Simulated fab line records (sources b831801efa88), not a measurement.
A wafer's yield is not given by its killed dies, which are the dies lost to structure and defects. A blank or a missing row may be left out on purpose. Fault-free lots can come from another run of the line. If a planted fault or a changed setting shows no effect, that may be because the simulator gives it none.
fab line records	flow sfqLine
record: lots: 7	wafers: 21	lastDay: 75
route steps=325 shown M7@295 I7@296
lots that met no fault: from a run of the same line without faults
startH: start of the lot's first displayed wafer, in hours after the record's first day	waitH: hours from the lot's prior step to this one	" as in the row above	L1.1+2: a row that stands for several wafers	- no value present, or no start provided	* or withheld: withheld	< > ~ a bound
route shown NAME@n: a module of which the file shows steps, and the number in the route of the first	usual: average and standard deviation across the fault-free wafers	same: alike in all rows	chamber/n: place in a boat	sites: readings site by site	_std_site: standard deviation of those values	_edge_site: mean of outer sites minus mean of inner sites	radiusMm: how far each site lies from the wafer's centre	mask NAME#n: copy n	behind: the most recent tool/chamber to have shaped the wafer	hold: what put the lot on hold/how long, in hours/how the hold closed	device: whichever transistor did not switch (one of n, p or np)	end of line: the same wafers' tests at the end of the route	a step with no rows: only its recipe	killed: dies that structure and defects cost at the first sort, which is not the same as the wafer's yield	map: dies across one wafer; x = killed, . = not, _ = none there
set.NAME: the setting as run; set.NAME@STEP: as run at that earlier step	model.NAME: the simulator's own value behind a step, which no gauge read
lots at selected steps of the route; one table per step, one row per wafer
services: a tool's chamber out of use, with start hour (startH, from the record's first day; less than 0 if before it), hours out, and reason
== steps ==
step: SFQ_TRILAYER_M7_STRIP_SOLV_CLEAN_182
recipe: chemistry: NMP	tempC: 70	timeS: 600
step: SFQ_TRILAYER_I7_DEP_PECVD_183
recipe: material: SiO2	tempC: 150	timeS: 111.11	pressureTorr: 2.4	rfW: 183.3	precursor: SiH4/N2O	targetThkNm: 500
usual: heaterPowerW: 83/9.9	throttleValvePct: 25.0/1.4
lot.wafer	tool	chamber	startH	waitH	heaterPowerW	throttleValvePct
L807.1	pecvd-02	1	1482.07	0.0	93	23.9
L807.2	"	0	"	"	85	25.8
L807.6	"	1	"	"	77	24.0
L812.1	pecvd-02	2	1599.74	0.0	70	25.4
L812.2	"	0	"	"	93	26.8
L812.6	"	1	"	"	79	24.1
L813.2	pecvd-04	0	1606.94	0.0	105	23.5
L813.4	"	0	"	"	91	23.5
L813.5	"	2	"	"	91	22.9
L814.3	pecvd-02	0	1619.99	0.0	88	26.9
L814.5	"	1	"	"	77	24.2
L814.6	"	0	"	"	87	26.6
L818.1	pecvd-04	2	1624.79	0.0	84	22.8
L818.4	"	1	"	"	66	24.5
L818.5	"	0	"	"	88	23.3
L819.2	pecvd-02	2	1629.59	0.0	71	25.4
L819.5	"	2	"	"	71	25.5
L819.6	"	1	"	"	76	24.3
L820.3	pecvd-01	1	1630.79	0.0	79	25.4
L820.4	"	0	"	"	77	25.2
L820.5	"	1	"	"	86	25.2
step: SFQ_TRILAYER_I7_CMP_CMP_184
recipe: material: SiO2	downForcePsi: 3	platenRpm: 60	padVelocityMS: 0.94248
usual: motorCurrentA: 10.3/0.84	timeToEndpointS: 216/7.2
lot.wafer	tool	chamber	startH	waitH	motorCurrentA	timeToEndpointS
L807.1	cmp-02	1	1493.89	11.8	9.1	206
L807.2	"	2	"	"	9.5	207
L807.6	"	0	1495.39	13.2	11.0	205
L812.1	cmp-02	0	1599.82	0.0	10.8	202
L812.2	"	2	1600.82	1.0	10.3	208
L812.6	"	0	1601.82	2.0	10.3	220
L813.2	cmp-02	2	1608.02	1.0	9.5	215
L813.4	"	3	"	"	10.1	217
L813.5	"	1	1609.52	2.5	8.9	224
L814.3	cmp-02	0	1623.52	3.5	10.0	209
L814.5	"	1	"	"	8.6	218
L814.6	"	2	"	"	9.8	215
L818.4	cmp-02	3	1631.92	7.1	9.9	213
L818.1	"	0	"	"	10.9	208
L818.5	"	1	"	"	9.0	224
L819.2	cmp-02	1	1638.42	8.8	8.3	212
L819.6	"	2	"	"	10.4	219
L819.5	"	3	"	"	10.2	211
L820.3	cmp-01	1	1638.82	8.0	11.5	222
L820.4	"	3	1639.82	9.0	10.8	235
L820.5	"	1	1640.82	10.0	11.1	228
step: SFQ_I7_BOW_MEAS_946
recipe: mode: bow
usual: I7_BOW: 5/11
lot.wafer	tool	chamber	startH	waitH	I7_BOW[um]
L807.1	filmMetro-02	-	1495.89	1.5	11
L807.2	"	-	"	"	-4
L807.6	"	-	"	"	1
L812.1	filmMetro-03	-	1602.82	2.5	15
L812.2	"	-	"	"	10
L812.6	"	-	"	"	15
L813.2	filmMetro-04	-	1610.04	1.5	18
L813.4	"	-	"	"	25
L813.5	"	-	"	"	16
L814.3	filmMetro-04	-	1625.06	1.0	3
L814.5	"	-	"	"	23
L814.6	"	-	"	"	22
L818.1	filmMetro-03	-	1633.92	1.0	-3
L818.4	"	-	"	"	-4
L818.5	"	-	"	"	-11
L819.2	filmMetro-04	-	1639.94	1.0	-1
L819.5	"	-	"	"	3
L819.6	"	-	"	"	6
L820.3	filmMetro-02	-	1641.86	2.5	19
L820.4	"	-	"	"	19
L820.5	"	-	"	"	12
step: SFQ_TRILAYER_I7_METRO_MEASURE_185
usual: thkNm: 200.0/0.89
lot.wafer	tool	chamber	startH	waitH	thkNm
L807.1	filmMetro-02	-	1496.01	0.1	199.8
L807.2	"	-	"	"	198.9
L807.6	"	-	"	"	199.2
L812.1	filmMetro-03	-	1602.94	0.1	197.7
L812.2	"	-	"	"	200.4
L812.6	"	-	"	"	200.0
L813.2	filmMetro-04	-	1610.34	0.3	200.4
L813.4	"	-	"	"	198.3
L813.5	"	-	"	"	201.0
L814.3	filmMetro-04	-	1625.54	0.5	200.0
L814.5	"	-	"	"	201.7
L814.6	"	-	"	"	200.7
L818.1	filmMetro-03	-	1634.04	0.1	200.4
L818.4	"	-	"	"	199.2
L818.5	"	-	"	"	201.4
L819.2	filmMetro-04	-	1640.24	0.3	200.6
L819.5	"	-	"	"	200.0
L819.6	"	-	"	"	199.6
L820.3	filmMetro-02	-	1642.34	0.5	200.8
L820.4	"	-	"	"	201.2
L820.5	"	-	"	"	199.9
step: SFQ_TRILAYER_I7_VIA_LITHO_COAT_192
recipe: resist: BARC	spinRpm: 3000	resistThkNm: 62
step: SFQ_TRILAYER_I7_VIA_LITHO_COAT_187
recipe: resist: KrF	spinRpm: 3000	resistThkNm: 650
step: SFQ_TRILAYER_I7_VIA_LITHO_SOFTBAKE_191
recipe: tempC: withheld	timeS: withheld	resist: KrF
step: SFQ_TRILAYER_I7_VIA_LITHO_EXPOSE_188
recipe: maskId: I7	na: 0.6	sourceShape: conventional	sigmaOuter: 0.65	targetCdNm: 1000	doseMj: 21.3
step: SFQ_TRILAYER_I7_VIA_LITHO_PEB_190
recipe: pebTempC: 115	pebTimeS: 60	resist: KrF
step: SFQ_TRILAYER_I7_VIA_LITHO_DEVELOP_189
recipe: timeS: 60	resist: KrF
step: SFQ_I7_OVL_MEAS_947
usual: I7_OVL: 2/4.5
lot.wafer	tool	chamber	startH	waitH	I7_OVL[nm]
L807.1	overlay-01	-	1529.94	0.1	2
L807.2	"	-	"	"	-1
L807.6	"	-	"	"	1
L812.1	overlay-01	-	1606.52	0.1	5
L812.2	"	-	"	"	4
L812.6	"	-	"	"	5
L813.2	overlay-02	-	1619.28	0.1	-1
L813.4	"	-	"	"	-1
L813.5	"	-	"	"	3
L814.3	overlay-01	-	1631.13	0.1	3
L814.5	"	-	"	"	2
L814.6	"	-	"	"	2
L818.1	overlay-02	-	1706.04	0.1	9
L818.4	"	-	"	"	5
L818.5	"	-	"	"	7
L819.2	overlay-01	-	1713.00	0.1	5
L819.5	"	-	"	"	7
L819.6	"	-	"	"	6
L820.3	overlay-01	-	1714.33	0.1	5
L820.4	"	-	"	"	-1
L820.5	"	-	"	"	-2
step: SFQ_TRILAYER_I7_VIA_BARC_OPEN_VIA_ETCH_260
recipe: maskMaterial: PR	chemistry: O2	targetDepthNm: 125	target: BARC	sourceW: 500	biasW: 80	pressureMtorr: 30	timeS: 41.7
usual: drypumpMotorCurrentA: 5.8/0.49	oesProductAu: 0.686/0.0047	rfFwdPowerW: 494.4/1.8
lot.wafer	tool	chamber	startH	waitH	drypumpMotorCurrentA	oesProductAu	rfFwdPowerW	rfHoursCounterH	model.KrF_of_TRILAYER_I7_VIA_LITHO_COAT_187.thkNm
L807.1	rieDiel-03	0	1529.98	0.0	6.5	0.684	496.2	9	570.5
L807.2	"	1	"	"	5.6	0.687	494.0	22	571.4
L807.6	"	1	"	"	5.6	0.684	494.6	-	572.3
L812.1	rieDiel-03	2	1606.55	0.0	6.3	0.677	412.2	19	577.3
L812.2	"	3	"	"	5.0	0.682	413.8	18	578.2
L812.6	"	0	"	"	6.4	0.684	415.8	-	577.6
L813.2	rieDiel-03	0	1619.31	0.0	6.4	0.680	415.1	9	579.5
L813.4	"	2	"	"	6.4	0.689	413.3	19	578.1
L813.5	"	0	"	"	6.4	0.683	414.4	-	578.6
L814.3	rieDiel-03	2	1631.15	0.0	6.4	0.683	410.9	19	580.2
L814.5	"	2	"	"	6.3	0.690	410.3	-	580.4
L814.6	"	3	"	"	5.0	0.685	412.6	-	579.7
L818.1	rieDiel-04	3	1706.08	0.0	5.6	0.683	498.0	5	574.1
L818.4	"	0	"	"	6.1	0.686	496.2	9	576.5
L818.5	"	3	"	"	5.5	0.688	498.7	-	573.6
L819.2	rieDiel-02	3	1713.03	0.0	6.3	0.688	495.3	2	569.9
L819.5	"	1	"	"	5.4	0.681	492.3	-	571.5
L819.6	"	2	"	"	5.4	0.689	494.9	-	574.5
L820.3	rieDiel-03	2	1714.35	0.0	6.3	0.692	494.8	21	570.3
L820.4	"	1	"	"	5.6	0.682	492.6	2	571.3
L820.5	"	0	"	"	6.5	0.689	495.6	-	570.1
step: SFQ_TRILAYER_I7_VIA_ETCH_VIA_ETCH_190
recipe: target: SiO2	stopOn: Nb	maskMaterial: PR	taperDeg: 20	chemistry: CHF3	targetDepthNm: 260	sourceW: 500	biasW: 80	pressureMtorr: 30	timeS: withheld
usual: drypumpMotorCurrentA: 5.8/0.49	oesProductAu: 0.854/0.005	rfFwdPowerW: 498.2/1.4
lot.wafer	tool	chamber	startH	waitH	drypumpMotorCurrentA	oesProductAu	rfFwdPowerW	model.KrF_of_TRILAYER_I7_VIA_LITHO_COAT_187.thkNm
L807.1	rieDiel-03	0	1530.02	0.0	6.4	0.854	497.5	525.8
L807.2	"	1	"	"	5.6	0.852	498.7	527.5
L807.6	"	1	"	"	5.6	0.855	497.1	528.3
L812.1	rieDiel-03	2	1606.59	0.0	6.4	0.849	497.3	532.5
L812.2	"	3	"	"	5.0	0.852	497.9	533.8
L812.6	"	0	"	"	6.5	0.857	498.5	532.1
L813.2	rieDiel-03	0	1619.35	0.0	6.4	0.861	497.3	534.4
L813.4	"	2	"	"	6.4	0.852	497.9	533
L813.5	"	0	"	"	6.5	0.864	495.8	533.5
L814.3	rieDiel-03	2	1631.19	0.0	6.4	0.855	497.3	535.1
L814.5	"	2	"	"	6.4	0.862	498.7	536
L814.6	"	3	"	"	5.0	0.865	497.2	535.6
L818.1	rieDiel-04	3	1706.12	0.0	5.5	0.862	502.1	529.5
L818.4	"	0	"	"	6.1	0.845	498.2	532
L818.5	"	3	"	"	5.6	0.851	501.3	529.2
L819.2	rieDiel-02	3	1713.07	0.0	6.3	0.851	496.9	524.1
L819.5	"	1	"	"	5.4	0.855	496.6	526.6
L819.6	"	2	"	"	5.4	0.856	499.5	530.3
L820.3	rieDiel-03	2	1714.39	0.0	6.3	0.853	498.7	525.4
L820.4	"	1	"	"	5.6	0.852	496.2	526.8
L820.5	"	0	"	"	6.5	0.854	494.6	525.6
step: SFQ_TRILAYER_I7_VIA_STRIP_STRIP_191
recipe: gas: O2	powerW: 200	platenTempC: 40	overashFraction: 0.65	chemistry: O2	pressureMtorr: 50
usual: drypumpMotorCurrentA: 6.0/0.39	heBacksideLeakSccm: 3.5/0.34	oesProductAu: 1.007/0.009	platenTempC: 40.00/0.12
lot.wafer	tool	chamber	startH	waitH	drypumpMotorCurrentA	heBacksideLeakSccm	oesProductAu	platenTempC	rfHoursCounterH
L807.1	rieMetal-02	0	1530.13	-	6.5	3.4	1.016	39.83	31
L807.2	"	1	"	"	5.2	3.3	0.997	40.17	66
L807.6	"	1	"	"	5.2	3.3	1.002	39.98	-
L812.1	rieMetal-01	1	1606.71	-	5.7	3.4	0.997	39.98	124
L812.2	"	0	"	"	5.8	3.6	1.020	39.89	95
L812.6	"	1	"	"	5.7	3.4	1.005	39.90	-
L813.2	rieMetal-03	0	1619.46	-	5.6	4.5	0.993	39.95	110
L813.4	"	0	"	"	5.6	3.4	1.003	39.93	-
L813.5	"	1	"	"	6.3	3.7	1.012	40.08	-
L814.3	rieMetal-01	0	1631.51	-	5.8	3.5	1.011	40.10	-
L814.5	"	0	"	"	5.8	3.8	1.008	40.04	-
L814.6	"	1	"	"	5.7	3.2	0.997	40.05	-
L818.1	rieMetal-03	1	1706.23	-	6.3	3.6	1.020	39.95	89
L818.4	"	1	"	"	6.3	3.7	1.018	39.84	-
L818.5	"	1	"	"	6.3	3.6	1.010	39.93	-
L819.2	rieMetal-02	0	1713.38	-	6.5	3.5	1.010	40.00	-
L819.5	"	0	"	"	6.5	3.4	1.015	40.07	-
L819.6	"	0	"	"	6.5	3.4	1.010	40.09	-
L820.3	rieMetal-03	0	1714.71	-	5.5	3.4	0.993	40.15	-
L820.4	"	1	"	"	6.3	3.5	1.014	39.83	-
L820.5	"	1	"	"	6.3	3.5	1.017	39.83	-
== services ==
tool	chamber	startH	hours	kind
rieDiel-04	0	1459.83	4.0	repair
filmMetro-03	-	1462.78	8.6	repair
rieDiel-03	3	1463.66	6.4	repair
filmMetro-03	-	1471.38	1.6	pm
filmMetro-04	-	1473.42	7.4	pm
pecvd-04	2	1475.70	6.8	repair
filmMetro-04	-	1480.85	0.9	pm
rieMetal-03	1	1490.74	13.0	repair
pecvd-02	-	1538.73	1.4	repair
filmMetro-04	-	1539.66	0.8	pm
cmp-02	-	1543.68	1.2	repair
cmp-02	-	1553.62	10.3	pm
cmp-02	-	1563.31	1.3	repair
cmp-02	-	1602.82	4.0	pm
cmp-02	-	1611.48	0.3	repair
filmMetro-04	-	1623.66	0.3	pm
cmp-02	-	1642.71	5.2	repair
rieMetal-03	-	1649.64	4.3	pm
rieMetal-03	0	1660.05	4.1	repair
pecvd-02	-	1663.27	0.8	pm
rieDiel-03	2	1678.60	7.3	repair
rieDiel-03	-	1681.69	0.1	repair
rieMetal-03	0	1702.99	9.1	repair
rieMetal-03	-	1709.06	2.0	repair
== key ==
firstSign: step: SFQ_TRILAYER_I7_VIA_BARC_OPEN_VIA_ETCH_260	reading: rfFwdPowerW	direction: down	sigmas: 45	usual: 494.4	struck: 413.2
effect none on later readings
modelEffect: step: SFQ_TRILAYER_I7_VIA_BARC_OPEN_VIA_ETCH_260	value: KrF_of_TRILAYER_I7_VIA_LITHO_COAT_187.thkNm	without: 571.4	struck: 578.9
modelEffect: step: SFQ_TRILAYER_I7_VIA_ETCH_VIA_ETCH_190	value: KrF_of_TRILAYER_I7_VIA_LITHO_COAT_187.thkNm	without: 526.6	struck: 534
metAt SFQ_TRILAYER_I7_VIA_BARC_OPEN_VIA_ETCH_260
struckWafers L812.1,L812.2,L812.6,L813.2,L813.4,L813.5,L814.3,L814.5,L814.6
onsetBetween 1529.98 1606.55
fault: kind: processParameterDrift	tool: rieDiel-03	chamber: -	onsetH: 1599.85	steps: SFQ_TRILAYER_I7_VIA_BARC_OPEN_VIA_ETCH_260	channel: sourceW	offset: -80	shape: step	endH: 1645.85	actsIn: theseRecipesOnly	stated: 500
